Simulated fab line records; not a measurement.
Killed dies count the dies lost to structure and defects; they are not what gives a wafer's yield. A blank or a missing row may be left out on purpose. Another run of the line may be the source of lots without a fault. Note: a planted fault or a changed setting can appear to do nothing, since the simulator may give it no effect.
A lot that was struck, set against a sound lot | flow sky130 | 21 out of 708 route steps
Sound: the wafers L314.1, L314.5, L314.6. Struck: wafer L322.2; the same lot's L322.6 was not struck, so it is left out; see the end for the cause.
Order at every step that has rows: each side's tool, ch and its chambers, its first start. Under that, the readings that differ: sound wafers | struck wafers | difference of the means | sigmas: that difference in standard deviations of wafers without a fault.
alike: readings whose means differ by less than 2 such deviations, and words and numbers that are the same on both sides. not compared: withheld readings, readings that some wafer has no value for, bounds like >300 that may hide the same value, and numbers for which the record gives no deviation and whose values overlap.
A row with sigmas, a row that says differs or no value, or rows on one side alone: a step with any of these is where the two part. Numbers that don't overlap but have no deviation are shown without sigmas and don't part them. Lack of a reading on every wafer of one side parts them only where that side has two or more wafers.

first, 1 step without rows for these wafers: SKY_FIELD_ISO_CVD_24 (deposits SiO2, target thk 595 nm, time 99.2 s).
SKY_FIELD_ISO_THK_MEAS_25:
  struck on film_metro-03, day 4 02:02; sound on film_metro-01, day 2 11:14
  alike: FIELD_ISO_CVD_24_THK
then, 1 step without rows for these wafers: SKY_FIELD_ISO_ANNEAL_26 (time 1800 s).
SKY_FIELD_ISO_CMP_27: polishes, stops on Si3N4, t overpolish 16 s, target thk 457.8 nm.
  sound on cmp-02 ch 0,1,3, day 2 15:20; struck on cmp-02 ch 3, day 4 04:34
  alike: motor_current_A, overpolish_run_s, time_to_endpoint_s
then, 5 steps without rows for these wafers: SKY_FIELD_ISO_WET_ETCH_28 (etches SiO2 in dHF, target depth 23.7 nm, time 47 s); SKY_FIELD_ISO_WET_ETCH_29 (etches Si3N4 in H3PO4, target depth 160 nm, time 1825 s); SKY_FIELD_ISO_WET_ETCH_30 (etches SiO2 in dHF, target depth 25 nm, time 50 s); SKY_NWELL_CLEAN_00 (cleans in SC1/SC2, time 150 s); SKY_NWELL_OXIDATION_01 (stabilise 600 s, purge 300 s, target thk 10 nm).
SKY_NWELL_THK_MEAS_02:
  struck on film_metro-01, day 4 07:31; sound on film_metro-03, day 2 18:07
  reading                  | sound             | struck | difference | sigmas
  NWELL_OXIDATION_THK (nm) | 10.18 10.16 10.07 | 9.72   | -0.42      | -2
then, 2 steps without rows for these wafers: SKY_DNWELL_DEHYDRATE_00 (time 60 s); SKY_DNWELL_HMDS_01 (prime time 60 s).
SKY_DNWELL_COAT_02: resist thk 3000 nm.
  sound on litho_track-02 ch 0, day 3 01:46; struck on litho_track-03 ch 0, day 4 16:10
  reading                                  | sound          | struck | difference | sigmas
  model.coat_of_DNWELL_COAT_02.thk_nm (nm) | 2994 3000 2996 | 2943   | -54        |
then, 3 steps without rows for these wafers: SKY_DNWELL_SOFTBAKE_03; SKY_DNWELL_EXPOSE_04 (exposes mask DNM, target cd 3000 nm); SKY_DNWELL_PEB_05.
SKY_DNWELL_DEVELOP_06: develop time 60 s.
  sound: litho_track-03 ch 0; struck: litho_track-03 ch 0
  reading                                  | sound          | struck | difference | sigmas
  model.coat_of_DNWELL_COAT_02.thk_nm (nm) | 2990 2995 2992 | 2939   | -53        |
next, for these wafers, 1 step has no rows: SKY_DNWELL_IMPLANT_07.
SKY_DNWELL_STRIP_08: strips in O2/N2.
  sound on plasma_asher-04 ch 0,1, day 3 10:50; struck on plasma_asher-01 ch 0, day 5 01:56
  reading                      | sound             | struck | difference | sigmas
  drypump_motor_current_A (A)  | 6.4 6.4 6.1       | 5.0    | -1.3       | -3
  strip_time_to_endpoint_s (s) | 36.85 36.91 36.89 | 36.29  | -0.59      | -7
  alike: oes_product_au
  not compared: rf_hours_counter_h
SKY_DNWELL_TW_MEAS_09:
  struck on film_metro-03, day 5 02:03; sound on film_metro-02, day 3 10:56
  alike: DNWELL_TW
next, for these wafers, 1 step has no rows: SKY_PAD_OPEN_PROBE_99.

## WHERE THEY PART
At SKY_NWELL_THK_MEAS_02 first; at SKY_DNWELL_STRIP_08 last (within this record only). Later steps at which nothing parts them and some readings are alike: SKY_DNWELL_TW_MEAS_09.

WHY: what had been put in by the simulator
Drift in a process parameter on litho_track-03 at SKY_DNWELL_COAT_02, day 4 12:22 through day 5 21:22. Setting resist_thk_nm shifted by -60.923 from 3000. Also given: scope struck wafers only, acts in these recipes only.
